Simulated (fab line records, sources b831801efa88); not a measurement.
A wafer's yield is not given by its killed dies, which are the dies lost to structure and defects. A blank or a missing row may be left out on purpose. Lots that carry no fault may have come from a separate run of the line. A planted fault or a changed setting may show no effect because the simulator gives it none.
A struck lot beside a sound one / flow gf180mcu / 24 steps out of a route of 602
Sound: these wafers, L667.1, L667.2, L667.4. Struck: wafer L675.1 (left out: L675.3, a lot-mate that was not struck); the cause follows at the end.
Each step with rows lists, per side, the tool, then ch with its chambers, then its first start. Under that, the readings that differ: sound wafers / struck wafers / difference of the means / sigmas: that difference in standard deviations of wafers without a fault.
alike: same words and numbers on both sides, and readings whose means sit less than 2 such deviations apart. not compared: any withheld reading, any reading some wafer has no value for, any bound like >300 that may hide the same value, and any number with overlapping values for which the record gives no deviation.
A row with sigmas, a row that says differs or no value, or rows on one side alone: a step with any of these is where the two part. Numbers that don't overlap but have no deviation are shown without sigmas and don't part them. A reading that every wafer of one side lacks parts them only if that side has two wafers or more.

GF_M3_STRIP_17: strips in O2/N2.
  sound on plasma asher-03 ch 0,1, day 23 21:53; struck on plasma asher-01 ch 1, day 26 15:04
  alike: drypump motor current A, heater power w, oes product au, strip time to endpoint s
  not compared: rf hours counter h
then, 3 steps without rows for these wafers: GF_M3_STRIP_18 (strips in post etch residue remover, time 1200 s); GF_M3_CLEAN_19 (cleans in DIW); GF_V3_CVD_00 (deposits SiO2, target thk 600 nm, time 100 s).
GF_V3_THK_MEAS_01:
  sound: film metro-01 at day 23 22:37; struck: film metro-01 at day 26 15:41
  alike: V3_CVD_00_THK
GF_V3_CVD_02: deposits SiO2 from TEOS, target thk 850 nm, time 94.851 s.
  sound on pecvd-01 ch 1,2, day 23 22:41; struck on pecvd-02 ch 1, day 26 15:44
reading=heater power w (W); sound=626 828 644; struck=466; difference=-233; sigmas=-2
  alike: susceptor temp C
GF_V3_THK_MEAS_03:
  sound: film metro-02 at day 23 22:45; struck: film metro-02 at day 26 15:49
  alike: V3_CVD_02_THK
GF_V3_CMP_04: polishes SiO2.
  sound on cmp-02 ch 0,1,2, day 23 22:49; struck on cmp-02 ch 2, day 26 15:55
reading=time to endpoint s (s); sound=90 79 79; struck=67; difference=-16; sigmas=-3
  alike: motor current A
GF_V3_BOW_MEAS_05:
  sound: film metro-01 at day 23 23:07; struck: film metro-03 at day 26 16:10
  alike: V3_BOW
then, 3 steps without rows for these wafers: GF_V3_DEHYDRATE_06 (time 60 s); GF_V3_HMDS_07 (prime time 60 s); GF_V3_COAT_08.
GF_V3_COAT_09: resist thk 1000 nm.
  sound on litho track-02 ch 0, day 24 10:00; struck on litho track-02 ch 0, day 27 02:00
reading=model.KrF_of_V3_COAT_09.thk nm (nm); sound=1009 1007 1005; struck=952.1; difference=-54.9; sigmas=
then, 3 steps without rows for these wafers: GF_V3_SOFTBAKE_10 (time 60 s); GF_V3_EXPOSE_11 (exposes mask Via3, target cd 260 nm); GF_V3_PEB_12 (peb time 90 s).
GF_V3_DEVELOP_13: develop time 60 s.
  sound on litho track-03 ch 0, day 24 20:42; struck on litho track-03 ch 0, day 27 12:30
reading=model.KrF_of_V3_COAT_09.thk nm (nm); sound=994.4 991.8 990.2; struck=937.1; difference=-55.0; sigmas=
GF_V3_CD_MEAS_14 targets a cd of 260 nm.
  sound: cd sem-02 at day 24 20:51; struck: cd sem-02 at day 27 12:39
  alike: cd nm
GF_V3_OVL_MEAS_15:
  sound: overlay-01 at day 24 20:58; struck: overlay-01 at day 27 12:46
  alike: V3_OVL
GF_V3_ETCH_16: etches BARC in N2/H2.
  sound on rie diel-02 ch 0,1,2, day 24 21:01; struck on rie diel-04 ch 2, day 27 12:49
  alike: drypump motor current A, oes product au, throttle valve pct
GF_V3_ETCH_17: etches SiO2 in C4F8/O2/Ar, stops on TiN, target depth 635 nm.
  sound: rie diel-02 ch 0,1,2; struck: rie diel-04 ch 2
  alike: oes product au
GF_V3_STRIP_18: strips in O2/N2.
  sound on plasma asher-04 ch 0,1, day 24 21:08; struck on plasma asher-03 ch 0, day 27 12:56
reading=oes product au (a.u.); sound=0.590 0.588 0.600; struck=0.574; difference=-0.019; sigmas=-4
  alike: drypump motor current A, heater power w
  not compared: rf hours counter h
then, 2 steps without rows for these wafers: GF_V3_STRIP_19 (strips in post etch residue remover, time 1200 s); GF_PASSIVATION_PROBE_99.

== WHERE THEY PART ==
At GF_V3_CVD_02 first; at GF_V3_STRIP_18 last (within this record only).

WHY: the cause the simulator had injected
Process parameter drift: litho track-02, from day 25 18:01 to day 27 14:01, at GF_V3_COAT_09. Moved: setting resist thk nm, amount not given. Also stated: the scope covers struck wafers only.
